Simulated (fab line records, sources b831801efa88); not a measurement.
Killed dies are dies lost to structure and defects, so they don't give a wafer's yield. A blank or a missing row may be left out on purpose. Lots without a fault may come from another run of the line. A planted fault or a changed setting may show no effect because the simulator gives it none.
A struck lot beside a sound one | flow sky130 | 18 steps out of a route of 708
Sound: wafers L303.1, L303.5, L303.6. Struck: wafers L315.2, L315.3, L315.5. The cause comes at the end.
At each step with rows: each side's tool, then ch and its chambers, then its first start. Under that, the readings that differ: sound wafers | struck wafers | difference of the means | sigmas: that difference in standard deviations of wafers without a fault.
alike: readings whose means differ by less than 2 such deviations, and words and numbers that are the same on both sides. not compared: withheld readings, readings that some wafer has no value for, bounds like >300 that may hide the same value, and numbers for which the record gives no deviation and whose values overlap.
The two part at a step that has a row with sigmas, a row that says differs or no value, or rows on one side only. Numbers that don't overlap but have no deviation are shown without sigmas and don't part them. A reading that every wafer of one side lacks parts them only if that side has two wafers or more.

first, 1 step without rows for these wafers: SKY_FIELD_ISO_DEVELOP_12 (develop time 60 s).
SKY_FIELD_ISO_CD_MEAS_13: target cd 150 nm.
  sound on cd_sem-01, day 3 01:58; struck on cd_sem-01, day 5 15:53
  alike: cd_nm
SKY_FIELD_ISO_ETCH_14: etches BARC in N2/H2, stops on SiO2, time 45.9 s, target depth 60 nm.
  sound on rie_diel-03 ch 2,3, day 3 02:05; struck on rie_diel-03 ch 0,2,3, day 5 15:59
  alike: drypump_motor_current_A, oes_product_au, throttle_valve_pct
  not compared: rf_hours_counter_h
SKY_FIELD_ISO_ETCH_15: etches the open film in CHF3/O2, stops on Si, target depth 180 nm, time 72 s.
  sound on rie_diel-03 ch 2,3, day 3 02:08; struck on rie_diel-03 ch 0,2,3, day 5 16:02
  alike: O2_flow_sccm, drypump_motor_current_A, oes_product_au, throttle_valve_pct
  not compared: rf_hours_counter_h
SKY_FIELD_ISO_STRIP_16: strips in O2/N2.
  sound on plasma_asher-03 ch 0,1, day 3 02:11; struck on plasma_asher-02 ch 0,1, day 5 16:05
  alike: drypump_motor_current_A, oes_product_au, strip_time_to_endpoint_s
  not compared: rf_hours_counter_h
SKY_FIELD_ISO_ETCH_17: etches Si in HBr/Cl2/O2, target depth 342 nm, time 97.7 s.
  sound on rie_si-02 ch 0,1,3, day 3 02:17; struck on rie_si-02 ch 0,3, day 5 16:11
  alike: O2_flow_sccm, drypump_motor_current_A, oes_product_au, throttle_valve_pct
  not compared: rf_hours_counter_h
then, 5 steps without rows for these wafers: SKY_FIELD_ISO_WET_ETCH_18 (etches Si3N4 in H3PO4, target depth 25 nm, time 286 s); SKY_FIELD_ISO_CLEAN_19 (cleans in SC1/SC2, time 150 s); SKY_FIELD_ISO_CLEAN_20 (cleans in dHF, time 20 s); SKY_FIELD_ISO_WET_ETCH_21 (etches SiO2 in dHF, target depth 20 nm, time 400 s); SKY_FIELD_ISO_OXIDATION_22 (stabilise 600 s, purge 300 s, target thk 10 nm).
SKY_FIELD_ISO_THK_MEAS_23:
  sound on film_metro-02, day 3 04:26; struck on film_metro-04, day 5 20:20
  alike: FIELD_ISO_OXIDATION_01_THK
SKY_FIELD_ISO_CVD_24: deposits SiO2, target thk 595 nm, time 99.2 s.
  sound on hdpcvd-01 ch 0,1,2, day 3 04:30; struck on hdpcvd-01 ch 0,1, day 5 20:23
  reading                                    | sound           | struck            | difference | sigmas
  model.SiO2_of_FIELD_ISO_CVD_24.thk_nm (nm) | 588 591.1 589.5 | 782.1 776.3 775.8 | +188.5     |
SKY_FIELD_ISO_THK_MEAS_25:
  sound on film_metro-02, day 3 04:34; struck on film_metro-04, day 5 20:28
  reading                   | sound       | struck      | difference | sigmas
  FIELD_ISO_CVD_24_THK (nm) | 588 591 589 | 783 776 776 | +189       | +32
then, 1 step without rows for these wafers: SKY_FIELD_ISO_ANNEAL_26 (time 1800 s).
SKY_FIELD_ISO_CMP_27: polishes, stops on Si3N4, t overpolish 16 s, target thk 457.8 nm.
  sound on cmp-02 ch 0,1,2, day 3 06:24; struck on cmp-02 ch 0,1,3, day 5 22:34
  reading                | sound       | struck      | difference | sigmas
  time_to_endpoint_s (s) | 104 114 117 | 155 147 152 | +40        | +9
  alike: motor_current_A, platen_rpm
then, 1 step without rows for these wafers: SKY_FIELD_ISO_WET_ETCH_28 (etches SiO2 in dHF, target depth 23.7 nm, time 47 s).
-- the record jumps here: 44 days lie between the struck wafers' starts before and after (it left off in module FIELD_ISO and takes up again in module PAD_OPEN, whose first step shown is number 708 of the route) --
SKY_PAD_OPEN_PROBE_99:
  sound on prober-01, day 46 17:13; struck on prober-02, day 49 17:19
  alike: killed_at_M0_to_M3, killed_at_M4_up, killed_at_contacts, killed_at_front_end, killed_at_other, killed_dies, killed_open, killed_short

WHERE THEY PART
First at SKY_FIELD_ISO_THK_MEAS_25; last, within this record, at SKY_FIELD_ISO_CMP_27. Later steps at which nothing parts them and some readings are alike: SKY_PAD_OPEN_PROBE_99.

WHY: what the simulator had put in
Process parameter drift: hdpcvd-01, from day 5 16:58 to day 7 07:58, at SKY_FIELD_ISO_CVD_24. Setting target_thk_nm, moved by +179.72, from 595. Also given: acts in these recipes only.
